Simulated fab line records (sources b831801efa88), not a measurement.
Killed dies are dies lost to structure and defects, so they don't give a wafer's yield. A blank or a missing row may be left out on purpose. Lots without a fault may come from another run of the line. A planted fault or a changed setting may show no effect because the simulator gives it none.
Which of the tools did it? | flow sfq-line | Sampling: 14 lots, 42 wafers, 4 of 325 route steps

## WHAT THE GAUGES READ, wafer by wafer
SFQ_I0_OVL_MEAS_908. Usual: I0_OVL 1 nm, standard deviation 6.2.
lot  | measured     | on         | I0_OVL (nm) | flag
L809 | day 8 11:25  | overlay-02 | 3 4 6       |
L810 | day 8 21:02  | overlay-01 | -5 -3 -3    |
L811 | day 9 00:37  | overlay-01 | -6 2 -3     |
L812 | day 9 14:22  | overlay-02 | -11 -2 -4   |
L813 | day 9 21:35  | overlay-01 | -4 -1 1     |
L814 | day 10 02:22 | overlay-02 | 3 4 3       |
L824 | day 13 16:25 | overlay-01 | 10 5 4      |
L825 | day 14 02:13 | overlay-02 | -15 -11 -14 |
L826 | day 14 08:13 | overlay-01 | -2 -4 -7    |
L827 | day 14 13:01 | overlay-02 | 3 4 8       |
L828 | day 14 23:50 | overlay-01 | -6 -10 -8   |
L829 | day 15 07:01 | overlay-02 | 5 11 6      |
L830 | day 15 10:37 | overlay-01 | 7 2 -1      |
L831 | day 15 23:24 | overlay-02 | 2 -1 0      |

## TOOL THAT RAN EACH LOT (tool first, then ch and the chambers of the sampled wafers, then the start)
lot  | SFQ_TRILAYER_M0_STRIP_STRIP_025   | SFQ_TRILAYER_I0_CMP_CMP_028   | SFQ_TRILAYER_I0_METRO_MEASURE_029
L809 | rie-metal-03 ch 0,1, day 6 16:26  | cmp-01 ch 1,2, day 6 18:41    | film-metro-01, day 6 22:00
L810 | rie-metal-03 ch 0,1, day 6 23:50  | cmp-02 ch 1,2, day 7 03:44    | film-metro-02, day 7 06:46
L811 | rie-metal-02 ch 0,1, day 7 03:14  | cmp-02 ch 0,1,3, day 7 06:44  | film-metro-02, day 7 09:34
L812 | rie-metal-02 ch 0,1, day 7 06:50  | cmp-01 ch 0,2,3, day 7 07:44  | film-metro-04, day 7 11:03
L813 | rie-metal-02 ch 0,1, day 7 14:14  | cmp-01 ch 0,2,3, day 7 18:14  | film-metro-04, day 7 20:15
L814 | rie-metal-04 ch 0,1, day 7 17:38  | cmp-01 ch 0,2, day 7 20:14    | film-metro-01, day 7 23:03
L824 | rie-metal-02 ch 0,1, day 11 06:56 | cmp-01 ch 0,2, day 11 11:43   | film-metro-01, day 11 15:02
L825 | rie-metal-02 ch 0,1, day 11 18:56 | cmp-02 ch 0,2,3, day 11 21:17 | film-metro-04, day 11 22:55
L826 | rie-metal-04 ch 0,1, day 12 00:56 | cmp-01 ch 0,2,3, day 12 04:34 | film-metro-04, day 12 06:41
L827 | rie-metal-03 ch 0,1, day 12 05:44 | cmp-02 ch 0,1,3, day 12 07:47 | film-metro-04, day 12 10:55
L828 | rie-metal-03 ch 0,1, day 12 16:32 | cmp-01 ch 1,2,3, day 12 19:11 | film-metro-04, day 12 21:30
L829 | rie-metal-04 ch 0,1, day 12 21:20 | cmp-01 ch 0,1,3, day 13 00:41 | film-metro-02, day 13 03:18
L830 | rie-metal-04 ch 0,1, day 12 23:44 | cmp-01 ch 0,1,2, day 13 06:11 | film-metro-01, day 13 09:18
L831 | rie-metal-03 ch 0,1, day 13 04:32 | cmp-02 ch 0,1,2, day 13 15:54 | film-metro-04, day 13 17:31
- SFQ_TRILAYER_M0_STRIP_STRIP_025: strips in O2.
- SFQ_TRILAYER_I0_CMP_CMP_028: polishes SiO2.
- SFQ_TRILAYER_I0_METRO_MEASURE_029

## AS READ BY THE TOOLS THEMSELVES (means over the sampled wafers that have a number; for cases with no such wafer, the mark the record gives instead)
SFQ_TRILAYER_M0_STRIP_STRIP_025. Usual: drypump-motor-current-A 5.6 A, standard deviation 0.61; oes-product-au 0.996 a.u., standard deviation 0.0079.
lot  | tool         | drypump-motor-current-A (A) | oes-product-au (a.u.) | flag
L809 | rie-metal-03 | 5.8                         | 0.993                 |
L810 | rie-metal-03 | 5.8                         | 0.995                 |
L811 | rie-metal-02 | 4.9                         | 1.001                 |
L812 | rie-metal-02 | 5.0                         | 1.001                 |
L813 | rie-metal-02 | 5.1                         | 0.993                 |
L814 | rie-metal-04 | 6.3                         | 0.996                 |
L824 | rie-metal-02 | 4.8                         | 0.995                 |
L825 | rie-metal-02 | 4.8                         | 0.994                 |
L826 | rie-metal-04 | 6.3                         | 0.994                 |
L827 | rie-metal-03 | 5.8                         | 0.977                 |
L828 | rie-metal-03 | 5.8                         | 0.990                 |
L829 | rie-metal-04 | 5.9                         | 0.997                 |
L830 | rie-metal-04 | 5.9                         | 1.005                 |
L831 | rie-metal-03 | 5.8                         | 0.988                 |

SFQ_TRILAYER_I0_CMP_CMP_028. Usual: motor-current-A 10.2 A, standard deviation 0.9; time-to-endpoint-s 212 s, standard deviation 8.8.
lot  | tool   | motor-current-A (A) | time-to-endpoint-s (s) | flag
L809 | cmp-01 | 11.2                | 213                    |
L810 | cmp-02 | 9.7                 | 211                    |
L811 | cmp-02 | 10.4                | 206                    |
L812 | cmp-01 | 9.4                 | 211                    |
L813 | cmp-01 | 9.8                 | 214                    |
L814 | cmp-01 | 9.8                 | 221                    |
L824 | cmp-01 | 9.7                 | 215                    |
L825 | cmp-02 | 10.2                | 215                    |
L826 | cmp-01 | 9.8                 | 216                    |
L827 | cmp-02 | 10.1                | 203                    |
L828 | cmp-01 | 10.8                | 211                    |
L829 | cmp-01 | 10.5                | 216                    |
L830 | cmp-01 | 9.9                 | 209                    |
L831 | cmp-02 | 9.8                 | 210                    |

SFQ_TRILAYER_I0_METRO_MEASURE_029. Usual: thk-nm 200.0 nm, standard deviation 1.
lot  | tool          | thk-nm (nm) | flag
L809 | film-metro-01 | 200.0       |
L810 | film-metro-02 | 200.7       |
L811 | film-metro-02 | 199.0       |
L812 | film-metro-04 | 199.4       |
L813 | film-metro-04 | 183.0       | OFF
L814 | film-metro-01 | 183.4       | OFF
L824 | film-metro-01 | 201.7       |
L825 | film-metro-04 | 199.4       |
L826 | film-metro-04 | 199.9       |
L827 | film-metro-04 | 199.2       |
L828 | film-metro-04 | 200.0       |
L829 | film-metro-02 | 199.3       |
L830 | film-metro-01 | 201.0       |
L831 | film-metro-04 | 200.8       |

## THE ANSWER, worked out from the rows above alone
Rule: take the mean of a lot's wafers that have a number; if it is more than 3 standard deviations from the usual mean, the lot is off. Also off: a lot with no number at a reading for which 4 or more lots have one. The other lots that the step has rows for count as sound. First the gauges in route order, then the tools' own readings, where a lot's mean is used as printed above. At the first step where some lot is off, the reading lying furthest off is the one used; lots without a number count as furthest.
Off, at SFQ_TRILAYER_I0_METRO_MEASURE_029 on thk-nm: L813, L814.
A tool fits if, at that step or a process step before it, it ran every lot that is off, and no sound lot after the first of them. Of those tried, none fits.

## WHAT WAS PUT IN BY THE SIMULATOR
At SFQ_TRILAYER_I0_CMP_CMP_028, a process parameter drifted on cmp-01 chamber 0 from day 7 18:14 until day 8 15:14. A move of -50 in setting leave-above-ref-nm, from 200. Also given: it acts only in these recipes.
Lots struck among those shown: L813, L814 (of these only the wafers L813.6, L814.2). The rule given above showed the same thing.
